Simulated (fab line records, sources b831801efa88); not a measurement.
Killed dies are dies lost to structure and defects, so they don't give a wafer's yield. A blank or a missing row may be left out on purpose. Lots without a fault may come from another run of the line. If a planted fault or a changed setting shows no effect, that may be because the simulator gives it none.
fab line records + flow gf180mcu
record:
- lots: 13
- wafers: 39
- last-day: 34
route steps=602 shown NWELL@53 LVPWELL@63 POLY_GATE@168
lots untouched by any fault: they come from a run of this same line in which no faults occurred
start-h: hours from the record's opening day to when the first of the lot's shown wafers began + wait-h: hours since the lot's step before + " unchanged from the row above + L1.1+2: several wafers, shown together as one row + - either no value or no given start + * or withheld: withheld + < > ~ a bound
route shown NAME@n: names a module that has steps shown in the file, with the first one's number in the route + usual: the fault-free wafers' mean and standard deviation + same: alike in all rows + chamber/n: place in a boat + sites: per-site readings + _std_site: the standard deviation of these + _edge_site: mean of outer sites minus mean of inner sites + radius-mm: for every site, how far away it sits from the centre of the wafer + mask NAME#n: copy n + behind: the last tool/chamber to shape the wafer + hold: reason for holding the lot/hours on hold/outcome of the hold + device: the n, p or np transistor that did not switch + end of line: the tests these same wafers got at the end of their route + a step given without rows: its recipe and nothing more + killed: dies that structure and defects cost at the first sort, which is not the same as the wafer's yield + map: dies across one wafer; x = killed, . = not, _ = none there
set.NAME: the setting as run; set.NAME@STEP: as run at that earlier step + model.NAME: the simulator's own value behind a step, which no gauge read
steps of the route over a sample of lots; a table a step, a row a wafer
services: from which hour (start-h, from the record's first day; less than 0 if before it) a tool's chamber was out of use, for how many hours, and why
== steps ==
step: GF_NWELL_TW_MEAS_11
usual:
- NWELL_TW: 1569/8.2
| lot.wafer | tool          | chamber | start-h | wait-h | NWELL_TW |
|-----------|---------------|---------|---------|--------|----------|
| L858.2    | film-metro-04 | -       | 58.47   | 0.1    | 1562     |
| L858.3    | "             | -       | "       | "      | 1573     |
| L858.4    | "             | -       | "       | "      | 1569     |
| L859.3    | film-metro-04 | -       | 63.28   | 0.1    | 1563     |
| L859.5    | "             | -       | "       | "      | 1567     |
| L859.6    | "             | -       | "       | "      | 1561     |
| L860.2    | film-metro-04 | -       | 69.58   | 0.1    | 1573     |
| L860.4    | "             | -       | "       | "      | 1576     |
| L860.5    | "             | -       | "       | "      | 1565     |
| L863.2    | film-metro-04 | -       | 84.03   | 0.1    | 1560     |
| L863.3    | "             | -       | "       | "      | 1561     |
| L863.5    | "             | -       | "       | "      | 1552     |
| L864.3    | film-metro-03 | -       | 89.49   | 0.1    | 1567     |
| L864.4    | "             | -       | "       | "      | 1566     |
| L864.6    | "             | -       | "       | "      | 1570     |
| L865.2    | film-metro-03 | -       | 92.93   | 0.1    | 1571     |
| L865.3    | "             | -       | "       | "      | 1569     |
| L865.4    | "             | -       | "       | "      | 1567     |
| L866.1    | film-metro-04 | -       | 98.92   | 0.1    | 1572     |
| L866.2    | "             | -       | "       | "      | 1571     |
| L866.6    | "             | -       | "       | "      | 1576     |
| L867.2    | film-metro-03 | -       | 104.98  | 0.1    | 1567     |
| L867.5    | "             | -       | "       | "      | 1563     |
| L867.6    | "             | -       | "       | "      | 1566     |
| L871.1    | film-metro-01 | -       | 127.37  | 0.1    | 1570     |
| L871.4    | "             | -       | "       | "      | 1570     |
| L871.5    | "             | -       | "       | "      | 1561     |
| L873.1    | film-metro-03 | -       | 137.47  | 0.1    | 1583     |
| L873.3    | "             | -       | "       | "      | 1589     |
| L873.4    | "             | -       | "       | "      | 1591     |
| L878.1    | film-metro-01 | -       | 166.53  | 0.1    | 1569     |
| L878.3    | "             | -       | "       | "      | 1572     |
| L878.5    | "             | -       | "       | "      | 1571     |
| L879.1    | film-metro-03 | -       | 171.36  | 0.1    | 1575     |
| L879.2    | "             | -       | "       | "      | 1579     |
| L879.6    | "             | -       | "       | "      | 1583     |
| L881.1    | film-metro-03 | -       | 181.52  | 0.1    | 1572     |
| L881.2    | "             | -       | "       | "      | 1573     |
| L881.4    | "             | -       | "       | "      | 1575     |
step: GF_LVPWELL_IMPLANT_09
recipe:
- species: B
- energy-kev: 60
- dose-cm2: 5e+12
- tilt-deg: 0
usual:
- beam-energy-keV: 59.999/0.019
| lot.wafer | tool         | chamber | start-h | wait-h | beam-energy-keV |
|-----------|--------------|---------|---------|--------|-----------------|
| L858.2    | implanter-02 | 0       | 71.56   | 0.1    | 59.981          |
| L858.3    | "            | 0       | "       | "      | 59.973          |
| L858.4    | "            | 0       | "       | "      | 59.978          |
| L859.3    | implanter-04 | 0       | 76.63   | 0.1    | 59.979          |
| L859.5    | "            | 0       | "       | "      | 60.010          |
| L859.6    | "            | 0       | "       | "      | 59.969          |
| L860.2    | implanter-01 | 0       | 82.74   | 0.1    | 59.989          |
| L860.4    | "            | 0       | "       | "      | 60.004          |
| L860.5    | "            | 0       | "       | "      | 59.981          |
| L863.2    | implanter-02 | 0       | 97.51   | 0.1    | 59.966          |
| L863.3    | "            | 0       | "       | "      | 59.977          |
| L863.5    | "            | 0       | "       | "      | 59.954          |
| L864.3    | implanter-02 | 0       | 103.58  | 0.1    | 59.993          |
| L864.4    | "            | 0       | "       | "      | 60.041          |
| L864.6    | "            | 0       | "       | "      | 60.018          |
| L865.2    | implanter-04 | 0       | 106.96  | 0.1    | 60.003          |
| L865.3    | "            | 0       | "       | "      | 60.005          |
| L865.4    | "            | 0       | "       | "      | 59.994          |
| L866.1    | implanter-02 | 0       | 113.43  | 0.1    | 60.037          |
| L866.2    | "            | 0       | "       | "      | 60.001          |
| L866.6    | "            | 0       | "       | "      | 60.002          |
| L867.2    | implanter-02 | 0       | 119.96  | 0.1    | 59.997          |
| L867.5    | "            | 0       | "       | "      | 60.003          |
| L867.6    | "            | 0       | "       | "      | 60.013          |
| L871.1    | implanter-02 | 0       | 142.67  | 0.1    | 60.056          |
| L871.4    | "            | 0       | "       | "      | 60.033          |
| L871.5    | "            | 0       | "       | "      | 60.036          |
| L873.1    | implanter-02 | 0       | 153.13  | 0.1    | 60.006          |
| L873.3    | "            | 0       | "       | "      | 60.007          |
| L873.4    | "            | 0       | "       | "      | 59.999          |
| L878.1    | implanter-04 | 0       | 182.72  | 0.1    | 60.005          |
| L878.3    | "            | 0       | "       | "      | 59.983          |
| L878.5    | "            | 0       | "       | "      | 60.005          |
| L879.1    | implanter-01 | 0       | 187.77  | 0.1    | 60.028          |
| L879.2    | "            | 0       | "       | "      | 60.020          |
| L879.6    | "            | 0       | "       | "      | 60.007          |
| L881.1    | implanter-01 | 0       | 198.32  | 0.1    | 59.982          |
| L881.2    | "            | 0       | "       | "      | 60.016          |
| L881.4    | "            | 0       | "       | "      | 60.026          |
step: GF_VT_IMPLANT_RS_MEAS_47
recipe:
- thk-meas-gauge: four-point-probe
usual:
- NWELL_RS: 487.8/1.5
| lot.wafer | tool          | chamber | start-h | wait-h | NWELL_RS[ohm/sq] |
|-----------|---------------|---------|---------|--------|------------------|
| L858.2    | film-metro-04 | -       | 160.47  | 0.1    | 488.9            |
| L858.3    | "             | -       | "       | "      | 488.8            |
| L858.4    | "             | -       | "       | "      | 488.0            |
| L859.3    | film-metro-03 | -       | 165.69  | 0.1    | 488.1            |
| L859.5    | "             | -       | "       | "      | 487.5            |
| L859.6    | "             | -       | "       | "      | 489.2            |
| L860.2    | film-metro-03 | -       | 172.47  | 0.1    | 484.9            |
| L860.4    | "             | -       | "       | "      | 486.9            |
| L860.5    | "             | -       | "       | "      | 486.8            |
| L863.2    | film-metro-04 | -       | 190.51  | 0.1    | 487.4            |
| L863.3    | "             | -       | "       | "      | 488.2            |
| L863.5    | "             | -       | "       | "      | 487.2            |
| L864.3    | film-metro-04 | -       | 198.44  | 0.1    | 489.3            |
| L864.4    | "             | -       | "       | "      | 489.4            |
| L864.6    | "             | -       | "       | "      | 489.1            |
| L865.2    | film-metro-03 | -       | 202.57  | 0.1    | 486.4            |
| L865.3    | "             | -       | "       | "      | 485.9            |
| L865.4    | "             | -       | "       | "      | 488.3            |
| L866.1    | film-metro-01 | -       | 210.64  | 0.1    | 487.5            |
| L866.2    | "             | -       | "       | "      | 487.4            |
| L866.6    | "             | -       | "       | "      | 486.6            |
| L867.2    | film-metro-01 | -       | 218.51  | 0.1    | 489.3            |
| L867.5    | "             | -       | "       | "      | 491.3            |
| L867.6    | "             | -       | "       | "      | 490.6            |
| L871.1    | film-metro-03 | -       | 245.70  | 0.1    | 487.1            |
| L871.4    | "             | -       | "       | "      | 487.5            |
| L871.5    | "             | -       | "       | "      | 488.2            |
| L873.1    | film-metro-01 | -       | 259.10  | 0.1    | 486.1            |
| L873.3    | "             | -       | "       | "      | 486.2            |
| L873.4    | "             | -       | "       | "      | 484.6            |
| L878.1    | film-metro-01 | -       | 293.35  | 0.1    | 489.4            |
| L878.3    | "             | -       | "       | "      | 489.0            |
| L878.5    | "             | -       | "       | "      | 489.4            |
| L879.1    | film-metro-03 | -       | 300.94  | 0.1    | 483.8            |
| L879.2    | "             | -       | "       | "      | 486.6            |
| L879.6    | "             | -       | "       | "      | 485.4            |
| L881.1    | film-metro-03 | -       | 313.64  | 0.1    | 488.3            |
| L881.2    | "             | -       | "       | "      | 489.4            |
| L881.4    | "             | -       | "       | "      | 489.7            |
step: GF_VT_IMPLANT_RS_MEAS_48
recipe:
- thk-meas-gauge: four-point-probe
usual:
- LVPWELL_RS: 1197.6/3
| lot.wafer | tool          | chamber | start-h | wait-h | LVPWELL_RS[ohm/sq] |
|-----------|---------------|---------|---------|--------|--------------------|
| L858.2    | film-metro-04 | -       | 160.59  | 0.1    | 1199.7             |
| L858.3    | "             | -       | "       | "      | 1198.4             |
| L858.4    | "             | -       | "       | "      | 1197.4             |
| L859.3    | film-metro-03 | -       | 165.81  | 0.1    | 1195.9             |
| L859.5    | "             | -       | "       | "      | 1197.0             |
| L859.6    | "             | -       | "       | "      | 1194.8             |
| L860.2    | film-metro-03 | -       | 172.59  | 0.1    | 1193.4             |
| L860.4    | "             | -       | "       | "      | 1197.6             |
| L860.5    | "             | -       | "       | "      | 1195.4             |
| L863.2    | film-metro-04 | -       | 190.63  | 0.1    | 1198.4             |
| L863.3    | "             | -       | "       | "      | 1197.8             |
| L863.5    | "             | -       | "       | "      | 1199.9             |
| L864.3    | film-metro-04 | -       | 198.56  | 0.1    | 1191.4             |
| L864.4    | "             | -       | "       | "      | 1192.7             |
| L864.6    | "             | -       | "       | "      | 1195.7             |
| L865.2    | film-metro-03 | -       | 202.69  | 0.1    | 1198.9             |
| L865.3    | "             | -       | "       | "      | 1201.8             |
| L865.4    | "             | -       | "       | "      | 1203.1             |
| L866.1    | film-metro-01 | -       | 210.76  | 0.1    | 1201.8             |
| L866.2    | "             | -       | "       | "      | 1206.7             |
| L866.6    | "             | -       | "       | "      | 1206.2             |
| L867.2    | film-metro-01 | -       | 218.63  | 0.1    | 1199.2             |
| L867.5    | "             | -       | "       | "      | 1200.8             |
| L867.6    | "             | -       | "       | "      | 1201.9             |
| L871.1    | film-metro-03 | -       | 245.82  | 0.1    | 1193.8             |
| L871.4    | "             | -       | "       | "      | 1197.3             |
| L871.5    | "             | -       | "       | "      | 1195.9             |
| L873.1    | film-metro-01 | -       | 259.22  | 0.1    | 1210.3             |
| L873.3    | "             | -       | "       | "      | 1208.7             |
| L873.4    | "             | -       | "       | "      | 1205.0             |
| L878.1    | film-metro-01 | -       | 293.47  | 0.1    | 1199.8             |
| L878.3    | "             | -       | "       | "      | 1199.8             |
| L878.5    | "             | -       | "       | "      | 1200.8             |
| L879.1    | film-metro-03 | -       | 301.06  | 0.1    | 1191.7             |
| L879.2    | "             | -       | "       | "      | 1193.5             |
| L879.6    | "             | -       | "       | "      | 1198.1             |
| L881.1    | film-metro-03 | -       | 313.76  | 0.1    | 1195.0             |
| L881.2    | "             | -       | "       | "      | 1196.6             |
| L881.4    | "             | -       | "       | "      | 1198.6             |
step: GF_POLY_GATE_OVL_MEAS_11
usual:
- POLY_GATE_OVL: -3/5.2
| lot.wafer | tool       | chamber | start-h | wait-h | POLY_GATE_OVL[nm] |
|-----------|------------|---------|---------|--------|-------------------|
| L858.2    | overlay-02 | -       | 199.61  | 0.1    | -8                |
| L858.3    | "          | -       | "       | "      | -6                |
| L858.4    | "          | -       | "       | "      | -17               |
| L859.3    | overlay-02 | -       | 205.06  | 0.1    | -3                |
| L859.5    | "          | -       | "       | "      | -3                |
| L859.6    | "          | -       | "       | "      | 5                 |
| L860.2    | overlay-02 | -       | 213.40  | 0.1    | 2                 |
| L860.4    | "          | -       | "       | "      | -4                |
| L860.5    | "          | -       | "       | "      | 0                 |
| L863.2    | overlay-01 | -       | 230.87  | 0.1    | -3                |
| L863.3    | "          | -       | "       | "      | 6                 |
| L863.5    | "          | -       | "       | "      | 1                 |
| L864.3    | overlay-02 | -       | 239.16  | 0.1    | -10               |
| L864.4    | "          | -       | "       | "      | 4                 |
| L864.6    | "          | -       | "       | "      | -1                |
| L865.2    | overlay-01 | -       | 243.92  | 0.1    | -6                |
| L865.3    | "          | -       | "       | "      | -3                |
| L865.4    | "          | -       | "       | "      | -10               |
| L866.1    | overlay-01 | -       | 252.65  | 0.1    | -7                |
| L866.2    | "          | -       | "       | "      | -6                |
| L866.6    | "          | -       | "       | "      | 0                 |
| L867.2    | overlay-02 | -       | 262.32  | 0.1    | -4                |
| L867.5    | "          | -       | "       | "      | 2                 |
| L867.6    | "          | -       | "       | "      | 2                 |
| L871.1    | overlay-02 | -       | 291.84  | 0.1    | -6                |
| L871.4    | "          | -       | "       | "      | -1                |
| L871.5    | "          | -       | "       | "      | -5                |
| L873.1    | overlay-02 | -       | 305.15  | 0.1    | 6                 |
| L873.3    | "          | -       | "       | "      | 8                 |
| L873.4    | "          | -       | "       | "      | 6                 |
| L878.1    | overlay-01 | -       | 340.50  | 0.1    | 1                 |
| L878.3    | "          | -       | "       | "      | 0                 |
| L878.5    | "          | -       | "       | "      | -12               |
| L879.1    | overlay-02 | -       | 348.47  | 0.1    | -1                |
| L879.2    | "          | -       | "       | "      | 0                 |
| L879.6    | "          | -       | "       | "      | -5                |
| L881.1    | overlay-02 | -       | 362.36  | 0.1    | -5                |
| L881.2    | "          | -       | "       | "      | 1                 |
| L881.4    | "          | -       | "       | "      | -5                |
== services ==
| tool         | chamber | start-h | hours | kind   |
|--------------|---------|---------|-------|--------|
| implanter-01 | -       | 49.07   | 3.5   | repair |
| implanter-01 | -       | 60.97   | 1.1   | repair |
| implanter-02 | -       | 62.41   | 8.2   | repair |
| implanter-04 | -       | 62.74   | 2.9   | repair |
| implanter-04 | -       | 62.78   | 3.3   | repair |
| implanter-04 | -       | 77.13   | 5.5   | pm     |
| implanter-02 | -       | 81.05   | 3.7   | pm     |
| implanter-02 | -       | 85.93   | 1.9   | repair |
| implanter-04 | -       | 86.88   | 3.5   | pm     |
| implanter-02 | -       | 95.17   | 0.8   | repair |
| implanter-04 | -       | 140.46  | 3.0   | repair |
| implanter-02 | -       | 180.72  | 106.0 | repair |
| implanter-04 | -       | 190.11  | 5.4   | repair |
== key ==
first-sign:
- step: GF_VT_IMPLANT_RS_MEAS_48
- reading: LVPWELL_RS
- direction: up
- sigmas: 3.5
- usual: 1197.6
- struck: 1208.0
effect none on later readings
met-at GF_LVPWELL_IMPLANT_09
struck-lots L873
tester-left-out L873
not-acting-at GF_NWELL_TW_MEAS_11,GF_VT_IMPLANT_RS_MEAS_47,GF_POLY_GATE_OVL_MEAS_11
onset-between 142.67 153.13
fault:
- kind: process-parameter-drift
- tool: implanter-02
- chamber: -
- onset-h: 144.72
- steps: GF_LVPWELL_IMPLANT_09
- channel: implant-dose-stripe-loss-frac
- offset: 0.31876
- shape: step
- end-h: 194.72
tester-left-out: of these lots the tester's yield and bins aren't shown, on N5 and GAA mostly nor the transistor test; their killed dies are dies lost to structure and defects alone, not to doping, threshold or leakage, so they don't give the yield
